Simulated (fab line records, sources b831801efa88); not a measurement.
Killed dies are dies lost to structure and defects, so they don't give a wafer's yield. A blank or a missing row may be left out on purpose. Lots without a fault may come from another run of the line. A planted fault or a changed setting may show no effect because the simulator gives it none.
A struck lot beside a sound one | flow gf180mcu | 23 steps out of a route of 602
Sound: wafers L583.2, L583.5, L583.6. Struck: wafers L588.2, L588.4, L588.5. The cause comes at the end.
At each step with rows: each side's tool, then ch and its chambers, then its first start. Under that, the readings that differ: sound wafers | struck wafers | difference of the means | sigmas: that difference in standard deviations of wafers without a fault.
alike: readings whose means differ by less than 2 such deviations, and words and numbers that are the same on both sides. not compared: withheld readings, readings that some wafer has no value for, bounds like >300 that may hide the same value, and numbers for which the record gives no deviation and whose values overlap.
The two part at a step that has a row with sigmas, a row that says differs or no value, or rows on one side only. Numbers that don't overlap but have no deviation are shown without sigmas and don't part them. A reading that every wafer of one side lacks parts them only if that side has two wafers or more.

first, 4 steps without rows for these wafers: GF_NSD_SOFTBAKE_03 (time 60 s); GF_NSD_EXPOSE_04 (exposes mask Nplus, target cd 400 nm); GF_NSD_PEB_05; GF_NSD_DEVELOP_06 (develop time 60 s).
GF_NSD_CD_MEAS_07: target cd 400 nm.
  sound on cd_sem-02, day 15 17:31; struck on cd_sem-01, day 17 15:44
  alike: cd_nm
GF_NSD_OVL_MEAS_08:
  sound on overlay-02, day 15 17:38; struck on overlay-02, day 17 15:50
  alike: NSD_OVL
then, 2 steps without rows for these wafers: GF_NSD_IMPLANT_09; GF_NSD_IMPLANT_10.
GF_NSD_STRIP_11: strips in O2/N2.
  sound on plasma_asher-04 ch 0,1, day 15 17:58; struck on plasma_asher-03 ch 0,1, day 17 16:10
  alike: drypump_motor_current_A, heater_power_w, oes_product_au, strip_time_to_endpoint_s
  not compared: rf_hours_counter_h
GF_NSD_TW_MEAS_12:
  sound on film_metro-03, day 15 18:04; struck on film_metro-01, day 17 16:17
  reading | sound          | struck         | difference | sigmas
  NSD_TW  | 4271 4245 4274 | 4203 4201 4198 | -63        | -2
then, 2 steps without rows for these wafers: GF_PSD_DEHYDRATE_00 (time 60 s); GF_PSD_HMDS_01 (prime time 60 s).
GF_PSD_COAT_02: resist thk 1000 nm.
  sound on litho_track-01 ch 0, day 16 04:25; struck on litho_track-01 ch 0, day 18 03:49
  reading                                  | sound                | struck               | difference | sigmas
  spin_speed_rpm (rpm)                     | 2999.0 3000.2 3002.6 | 2796.3 2799.6 2798.2 | -202.6     | -92
  model.NOVOLAK_of_PSD_COAT_02.thk_nm (nm) | 995.8 994.7 999      | 1032 1036 1034       | +38        |
  alike: dispense_pressure_kPa
then, 3 steps without rows for these wafers: GF_PSD_SOFTBAKE_03 (time 60 s); GF_PSD_EXPOSE_04 (exposes mask Pplus, target cd 400 nm); GF_PSD_PEB_05.
GF_PSD_DEVELOP_06: develop time 60 s.
  sound on litho_track-01 ch 0, day 16 15:55; struck on litho_track-04 ch 0, day 18 14:56
  reading                                  | sound             | struck         | difference | sigmas
  model.NOVOLAK_of_PSD_COAT_02.thk_nm (nm) | 995.4 994.3 998.6 | 1032 1036 1034 | +38        |
GF_PSD_CD_MEAS_07: target cd 400 nm.
  sound on cd_sem-02, day 16 16:04; struck on cd_sem-01, day 18 15:04
  alike: cd_nm
GF_PSD_OVL_MEAS_08:
  sound on overlay-01, day 16 16:10; struck on overlay-01, day 18 15:11
  reading      | sound          | struck      | difference | sigmas
  PSD_OVL (nm) | -2.1 -1.5 -1.6 | 2.7 2.0 4.2 | +4.7       | +3
then, 1 step without rows for these wafers: GF_PSD_IMPLANT_09.
GF_PSD_STRIP_10: strips in O2/N2.
  sound on plasma_asher-03 ch 0,1, day 16 16:21; struck on plasma_asher-02 ch 0,1, day 18 15:22
  reading                      | sound             | struck            | difference | sigmas
  strip_time_to_endpoint_s (s) | 16.48 16.48 16.51 | 16.90 16.93 16.92 | +0.43      | +13
  alike: drypump_motor_current_A, heater_power_w, oes_product_au
  not compared: rf_hours_counter_h
GF_PSD_TW_MEAS_11:
  sound on film_metro-03, day 16 16:28; struck on film_metro-03, day 18 15:28
  alike: PSD_TW
-- the record jumps here: 14 days lie between the struck wafers' starts before and after (it left off in module PSD and takes up again in module PASSIVATION, whose first step shown is number 602 of the route) --
GF_PASSIVATION_PROBE_99:
  the record has rows for the struck wafers here (prober-02, day 32 13:59) and none for the sound ones

WHERE THEY PART
First at GF_NSD_TW_MEAS_12; last, within this record, at GF_PASSIVATION_PROBE_99.

WHY: what the simulator had put in
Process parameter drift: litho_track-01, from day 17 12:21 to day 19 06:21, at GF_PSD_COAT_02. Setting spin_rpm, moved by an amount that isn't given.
